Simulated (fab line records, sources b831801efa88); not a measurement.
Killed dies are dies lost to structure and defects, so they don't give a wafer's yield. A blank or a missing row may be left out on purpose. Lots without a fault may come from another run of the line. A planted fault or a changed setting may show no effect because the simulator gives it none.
Which tool did it? | flow gf180mcu | 11 lots, 33 wafers sampled, at 3 steps of a route of 602

WHAT THE GAUGES READ, wafer by wafer
GF_V2_RS_MEAS_24: measures by four-point-probe.
lot  | measured     | on            | V2_W_RS (ohm/sq)
L175 | day 22 13:38 | film_metro-02 | 0.329 0.331 0.328
L176 | day 22 18:41 | film_metro-01 | 0.330 0.328 0.331
L178 | day 23 19:52 | film_metro-04 | 0.325 0.323 0.326
L179 | day 24 02:10 | film_metro-01 | 0.324 0.327 0.323
L180 | day 24 08:27 | film_metro-02 | 0.314 0.325 0.318
L181 | day 24 19:52 | film_metro-01 | 0.327 0.325 0.344 0.327 0.324 0.343
L182 | day 24 21:36 | film_metro-01 | 0.347 0.346 0.326 0.347 0.346 0.326
L183 | day 25 01:34 | film_metro-02 | 0.323 0.330 0.343
L191 | day 27 20:19 | film_metro-04 | 0.314 0.327 0.314
L192 | day 27 21:32 | film_metro-02 | 0.317 0.327 0.318
L193 | day 28 15:23 | film_metro-02 | 0.317 0.314 0.327

GF_V2_THK_MEAS_25: measures by xrf.
lot  | measured     | on            | V2_W_THK (nm)
L175 | day 22 13:45 | film_metro-02 | 353 354 355
L176 | day 22 18:49 | film_metro-01 | 352 351 352
L178 | day 23 19:58 | film_metro-04 | 358 361 356
L179 | day 24 02:16 | film_metro-01 | 351 350 352
L180 | day 24 08:34 | film_metro-02 | 368 356 362
L181 | day 25 03:45 | film_metro-01 | 353 354 336 354 354 334
L182 | day 25 01:52 | film_metro-01 | 331 333 351
L183 | day 25 01:41 | film_metro-02 | 361 351 339
L191 | day 27 20:26 | film_metro-04 | 372 359 371
L192 | day 27 21:40 | film_metro-02 | 364 353 363
L193 | day 28 15:29 | film_metro-02 | 365 367 354

WHICH TOOL RAN EACH LOT (tool, then ch and the chambers of the sampled wafers, then the start)
lot  | GF_V2_CVD_23
L175 | cvd_w-02 ch 0,1, day 22 13:31
L176 | cvd_w-02 ch 0,1, day 22 18:35
L178 | cvd_w-01 ch 1, day 23 19:40
L179 | cvd_w-01 ch 1, day 24 01:58
L180 | cvd_w-01 ch 0,1, day 24 08:20
L181 | cvd_w-01 ch 0,1, day 24 19:46
L182 | cvd_w-01 ch 0,1, day 24 21:29
L183 | cvd_w-01 ch 0,1, day 25 01:27
L191 | cvd_w-01 ch 0,1, day 27 20:11
L192 | cvd_w-01 ch 0,1, day 27 21:26
L193 | cvd_w-01 ch 0,1, day 28 15:16
- GF_V2_CVD_23: deposits W, target thk 350 nm, time 104.94 s.

WHAT THE TOOLS THEMSELVES READ (means of the sampled wafers that have a number; where no wafer has one, the mark that the record gives instead)
GF_V2_CVD_23.
lot  | tool     | heater_power_w (W)
L175 | cvd_w-02 | 811
L176 | cvd_w-02 | 827
L178 | cvd_w-01 | 827
L179 | cvd_w-01 | 824
L180 | cvd_w-01 | 830
L181 | cvd_w-01 | 835
L182 | cvd_w-01 | 838
L183 | cvd_w-01 | 829
L191 | cvd_w-01 | 850
L192 | cvd_w-01 | 837
L193 | cvd_w-01 | 842

THE ANSWER, worked out from the rows above alone
Rule: what is usual is taken from the lots themselves. Put in order of their means at a reading, lots are off if they are a third of the lots or fewer, leave a main group of 4 or more, and stand apart from it by a gap of 3 or more times the standard deviation of the main group's means; of several such gaps the widest counts. A main group whose means are all the same, to the digits that the tables above print for the reading, isn't used. A lot without any number at a reading at which 4 lots or more have one is off too. The other lots that the step has rows for count as sound. The gauges are gone through in route order, then the tools' own readings, and for those a lot's mean is taken as printed above. The first step at which some lot is off is used, and at that step the reading that is off furthest; a lot without a number counts as furthest.
No lot is off at any reading shown: from this, nothing can be told.

WHAT THE SIMULATOR HAD PUT IN
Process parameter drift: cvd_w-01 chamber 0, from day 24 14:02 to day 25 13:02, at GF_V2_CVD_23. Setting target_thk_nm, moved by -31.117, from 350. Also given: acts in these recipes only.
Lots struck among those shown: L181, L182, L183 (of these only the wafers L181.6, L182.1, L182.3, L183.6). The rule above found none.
